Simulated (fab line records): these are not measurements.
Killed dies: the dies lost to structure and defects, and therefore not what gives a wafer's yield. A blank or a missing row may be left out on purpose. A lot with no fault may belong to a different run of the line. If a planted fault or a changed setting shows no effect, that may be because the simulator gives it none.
2 desks looking at one fault	flow gf180mcu	each desk has only its own numbers; what lay behind them comes last

## FROM THE METROLOGY DESK
Lot by lot, what the gauges showed, no matter which tool ran the lot: averages of those sampled wafers that carry a number. A lot is out of limits, marked OUT, if its mean lies more than 4 standard deviations from the usual mean; the brackets give that distance.
Columns: A = cd-nm at GF_HV_LDD_CD_MEAS_46, usual 399.4 nm; B = HV_LDD_CVD_54_THK at GF_HV_LDD_THK_MEAS_55, usual 10.10 nm; C = SAB_CVD_00_THK at GF_SAB_THK_MEAS_01, usual 49.9 nm; D = CONTACT_CVD_02_THK at GF_CONTACT_THK_MEAS_03, usual 860 nm
lot	first seen here	A	B	C	D
L895	day 12 08:53	401.2	9.93	50.8	863
L896	day 12 17:21	398.1	9.99	49.6	860
L897	day 13 01:40	402.6	10.27	50.6	863
L898	day 13 09:11	397.4	9.90	50.5	865
L900	day 14 01:59	399.7	10.10	49.1	875
L901	day 14 09:05	397.7	9.99	50.0	861
L902	day 14 16:30	400.0	9.99	49.3	856
L909	day 16 19:27	400.7	10.32	52.3	861
L910	day 17 18:49	402.7	10.13	51.8	874
L918	day 20 01:57	400.7	10.28	51.2	865
This desk's finding: nothing out of limits on any of the 10 lots.

## THE TOOL OWNER'S DESK: pecvd-02
The tool's own readings at GF_SAB_CVD_00 (deposits SiO2 from TEOS, target thk 50 nm, time 4.9302 s): means of the sampled wafers that have a number, for each lot that ran on this tool. A lot is out of limits, marked OUT, if its mean lies more than 4 standard deviations from the usual mean; the brackets give that distance.
Columns: A = heater-power-w at GF_SAB_CVD_00, usual 725 W; B = susceptor-temp-C at GF_SAB_CVD_00, usual 400.02 C
lot	first seen here	A	B
L900	day 16 00:36	785	400.00
L901	day 16 09:42	745	400.28
L909	day 18 23:31	718	400.07
L910	day 19 21:49	746	400.07
This desk's finding: nothing out of limits on any of the 4 lots.

## TAKEN TOGETHER
Metrology desk: nothing out of limits seen.
The tool owner's desk saw nothing out of limits.

## WHAT THE SIMULATOR HAD PUT IN
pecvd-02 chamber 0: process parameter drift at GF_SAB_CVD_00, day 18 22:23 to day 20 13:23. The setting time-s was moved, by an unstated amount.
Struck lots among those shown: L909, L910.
